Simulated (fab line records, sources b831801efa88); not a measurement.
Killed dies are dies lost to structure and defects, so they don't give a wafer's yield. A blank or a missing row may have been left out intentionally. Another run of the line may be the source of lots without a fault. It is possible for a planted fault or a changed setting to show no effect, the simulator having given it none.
Chamber matching / flow sky130 / 4 sister chambers for SKY_CONTACT_ETCH_17 on rieDiel-02
The step etches SiO2 in C4F8/O2/Ar, stops on Si3N4, target depth 340 nm. 18 wafers are shown with their chamber, then 9 later ones without.

WAFERS, EACH WITH ITS CHAMBER
wafer=L078.1; chamber=2; rfFwdPowerW (W)=1485; oesProductAu (a.u.)=0.884; biasW (W)=1201
wafer=L078.4; chamber=3; rfFwdPowerW (W)=1494; oesProductAu (a.u.)=0.891; biasW (W)=1199
wafer=L078.5; chamber=0; rfFwdPowerW (W)=1487; oesProductAu (a.u.)=0.883; biasW (W)=1204
wafer=L083.1; chamber=0; rfFwdPowerW (W)=1492; oesProductAu (a.u.)=0.894; biasW (W)=1197
wafer=L083.2; chamber=2; rfFwdPowerW (W)=1493; oesProductAu (a.u.)=0.891; biasW (W)=1199
wafer=L083.4; chamber=3; rfFwdPowerW (W)=1490; oesProductAu (a.u.)=0.896; biasW (W)=1195
wafer=L085.1; chamber=0; rfFwdPowerW (W)=1485; oesProductAu (a.u.)=0.898; biasW (W)=1201
wafer=L085.4; chamber=3; rfFwdPowerW (W)=1482; oesProductAu (a.u.)=0.894; biasW (W)=1202
wafer=L085.5; chamber=2; rfFwdPowerW (W)=1496; oesProductAu (a.u.)=0.896; biasW (W)=1199
wafer=L086.2; chamber=1; rfFwdPowerW (W)=1478; oesProductAu (a.u.)=0.891; biasW (W)=1195
wafer=L086.4; chamber=0; rfFwdPowerW (W)=1489; oesProductAu (a.u.)=0.891; biasW (W)=1196
wafer=L086.5; chamber=1; rfFwdPowerW (W)=1477; oesProductAu (a.u.)=0.890; biasW (W)=1202
wafer=L087.1; chamber=0; rfFwdPowerW (W)=1493; oesProductAu (a.u.)=0.893; biasW (W)=1197
wafer=L087.3; chamber=1; rfFwdPowerW (W)=1485; oesProductAu (a.u.)=0.893; biasW (W)=1202
wafer=L087.5; chamber=2; rfFwdPowerW (W)=1498; oesProductAu (a.u.)=0.897; biasW (W)=1204
wafer=L092.4; chamber=1; rfFwdPowerW (W)=1480; oesProductAu (a.u.)=0.895; biasW (W)=1208
wafer=L092.5; chamber=2; rfFwdPowerW (W)=1493; oesProductAu (a.u.)=0.893; biasW (W)=1198
wafer=L092.6; chamber=3; rfFwdPowerW (W)=1488; oesProductAu (a.u.)=0.900; biasW (W)=1201

SIGNATURES (averages over the wafers above)
reading=rfFwdPowerW; chamber 0=1489.20; chamber 1=1480.00; chamber 2=1493.00; chamber 3=1488.50; scatter within a chamber=4.27
reading=oesProductAu; chamber 0=0.89180; chamber 1=0.89225; chamber 2=0.89220; chamber 3=0.89525; scatter within a chamber=0.00453
reading=biasW; chamber 0=1199.00; chamber 1=1201.75; chamber 2=1200.20; chamber 3=1199.25; scatter within a chamber=3.61
Rule: for a wafer and a chamber, the distance is found by dividing, reading by reading, the gap between the wafer's reading and the chamber's mean by the reading's scatter, squaring, summing and taking the root. If the next closest chamber is less than 2 further off than the closest, the wafer can't be placed; otherwise it belongs to the closest. How the scatter is found: for the shown wafers, subtract from each reading the mean of its chamber, square and add these, divide the total by (wafers less chambers), then take the root.

WAFERS WITH NO CHAMBER GIVEN
wafer=L094.3; rfFwdPowerW (W)=1490; oesProductAu (a.u.)=0.889; biasW (W)=1193
wafer=L094.4; rfFwdPowerW (W)=1484; oesProductAu (a.u.)=0.894; biasW (W)=1199
wafer=L094.6; rfFwdPowerW (W)=1494; oesProductAu (a.u.)=0.893; biasW (W)=1194
wafer=L095.1; rfFwdPowerW (W)=1491; oesProductAu (a.u.)=0.882; biasW (W)=1204
wafer=L095.3; rfFwdPowerW (W)=1485; oesProductAu (a.u.)=0.902; biasW (W)=1202
wafer=L095.6; rfFwdPowerW (W)=1492; oesProductAu (a.u.)=0.887; biasW (W)=1200
wafer=L096.2; rfFwdPowerW (W)=1493; oesProductAu (a.u.)=0.898; biasW (W)=1198
wafer=L096.3; rfFwdPowerW (W)=1487; oesProductAu (a.u.)=0.896; biasW (W)=1203
wafer=L096.4; rfFwdPowerW (W)=1482; oesProductAu (a.u.)=0.885; biasW (W)=1200

WHICH CHAMBER EACH WENT THROUGH
wafer=L094.3; from the rows above=can't be placed: 0 or 2 or 3 or 1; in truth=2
wafer=L094.4; from the rows above=can't be placed: 3 or 1 or 0 or 2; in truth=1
wafer=L094.6; from the rows above=can't be placed: 2 or 0 or 3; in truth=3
wafer=L095.1; from the rows above=can't be placed: 2 or 0 or 3 or 1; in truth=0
wafer=L095.3; from the rows above=can't be placed: 3 or 1 or 0 or 2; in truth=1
wafer=L095.6; from the rows above=can't be placed: 2 or 0 or 3 or 1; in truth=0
wafer=L096.2; from the rows above=can't be placed: 3 or 2 or 0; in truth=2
wafer=L096.3; from the rows above=can't be placed: 3 or 0 or 2 or 1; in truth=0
wafer=L096.4; from the rows above=can't be placed: 1 or 0 or 3 or 2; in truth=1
Placed correctly: 0 of 9. Can't be placed from these rows: 9 (the true chamber is among the candidates in 9). Wrongly placed: 0.
